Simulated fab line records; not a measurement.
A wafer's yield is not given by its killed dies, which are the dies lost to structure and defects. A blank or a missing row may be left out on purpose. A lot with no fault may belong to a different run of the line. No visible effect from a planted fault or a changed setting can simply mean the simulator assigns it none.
Matching of chambers    flow sky130    3 sister chambers for SKY_CAP2M_CVD_00 on pecvd-01
The step deposits SiO2, target thk 15.5 nm. 6 wafers are shown with their chamber, then 8 later ones without.

WAFERS PAIRED WITH THEIR CHAMBERS
wafer   chamber  heaterPowerW (W)  rfFwdPowerW (W)
L080.4  1        643               442.3
L082.4  1        727               442.1
L084.1  0        608               442.5
L084.3  2        786               445.0
L084.6  0        610               443.1
L086.1  2        750               447.1

WAFERS MISSING THEIR CHAMBER
wafer   heaterPowerW (W)  rfFwdPowerW (W)
L086.2  570               440.5
L086.4  725               442.5
L088.3  715               445.3
L088.4  730               443.1
L088.5  754               443.1
L093.2  730               440.1
L093.5  720               441.4
L093.6  846               444.8

CHAMBER TAKEN BY EACH
wafer   from the rows above           in truth
L086.2  can't be placed: 0 or 1       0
L086.4  1                             1
L088.3  can't be placed: 2 or 1       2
L088.4  can't be placed: 1 or 0 or 2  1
L088.5  can't be placed: 1 or 2 or 0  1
L093.2  can't be placed: 1 or 0       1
L093.5  1                             1
L093.6  2                             2
Correctly placed: 3 of 8. Cannot be placed on the basis of these rows: 5; the candidates contain the true chamber in 5. Wrongly placed: 0.
How it was worked out, from the rows above alone: a wafer's distance from a chamber is the root of the sum, over the readings, of the square of ((its reading less the chamber's mean) divided by the reading's scatter). The wafer belongs to the nearest chamber; if the next one is less than 2 further off, it can't be placed. The mean given for a chamber averages the wafers shown for that chamber. The scatter is the square root of a quotient: the sum, over the shown wafers, of each reading's squared deviation from its chamber's mean, divided by wafers minus chambers.
